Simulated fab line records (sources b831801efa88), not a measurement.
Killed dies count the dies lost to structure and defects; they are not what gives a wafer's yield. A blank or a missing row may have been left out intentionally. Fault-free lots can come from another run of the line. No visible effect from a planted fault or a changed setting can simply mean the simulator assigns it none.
8D (eight disciplines) problem report, filled in by code / flow gf180mcu / the parts of the form that need people (team, actions taken, sign-off) are left out

1. WHAT WENT WRONG
At GF_M5_METAL_ETCH_10, bias-w averages 157.2 W over 6 wafers from 2 lots, while fault-free wafers read 140.1 W, standard deviation 0.44. Measured from the usual mean, that is +39 standard deviations.
The step: etches the open film in Cl2/BCl3, stops on SiO2, target depth 750.8 nm, time 125.1 s.
Seen first at day 29 16:17 on rie-metal-02, wafer L285.2. The record has a number at this step for 36 wafers belonging to 12 lots. Rule for "out", or "out of limits": more than 4 standard deviations from the usual mean. The rest of the wafers with a number are treated as sound.

2. WHAT IT IS; WHAT IT IS NOT
question=which readings at this step | is=bias-w | is not=chamber-pressure-mTorr, drypump-motor-current-A, oes-product-au
question=which lots | is=L285, L290 | is not=L276, L277, L278, L280, L282, L288, L292, L293, L296, L298
question=which wafers of those lots | is=all that have a number | is not=-
question=read on which tools | is=rie-metal-02 | is not=rie-metal-01, rie-metal-03
question=when | is=from day 29 16:17 | is not=up to then (15 sound wafers); but 15 sound wafers of L288, L292, L293, L296, L298 came after

3. SUSPECTS, AND WHAT RULES EACH OUT
Counting: a tool at any process step up to the reading remains a suspect when it ran all the lots that are out and ran no sound lot after the first of those.
- rie-metal-02 at GF_M5_METAL_ETCH_10 (etches the open film in Cl2/BCl3, stops on SiO2, target depth 750.8 nm, time 125.1 s): kept. It processed each lot that is out, first L285 at day 29 16:17, and no sound lot thereafter; up to then, the last sound lot it processed was L280 at day 27 18:44. Its own bias-w readings are out on those wafers.
After counting, what remains is rie-metal-02 at GF_M5_METAL_ETCH_10.

4. THE CAUSE (what the simulator had put in)
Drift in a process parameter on rie-metal-02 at GF_M5_METAL_ETCH_10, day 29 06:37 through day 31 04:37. Setting bias-w shifted by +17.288 from 140. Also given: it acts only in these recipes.
This tool alone remained once counting was done.

5. THE CHAIN OF EFFECTS, in route order
One row per reading whose mean, taken over the struck wafers that have a number, lies over 3 standard deviations from the usual. Scope: only readings with a usual standard deviation given in the record; hours: median across lots of the time from each lot's start at the first step in this table that gives one to its start at this step; sigmas: change in usual standard deviations.
hours=0; step=GF_M5_METAL_ETCH_10; reading=bias-w; usual=140.1 W; on struck wafers=157.2; change=+17.2; sigmas=+39
The process steps in it:
- GF_M5_METAL_ETCH_10: etches the open film in Cl2/BCl3, stops on SiO2, target depth 750.8 nm, time 125.1 s.

6. HOW IT WOULD HAVE BEEN CAUGHT EARLIER
First out-of-limits reading in this record: day 29 16:17, which is 10 hours after fault onset at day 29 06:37.
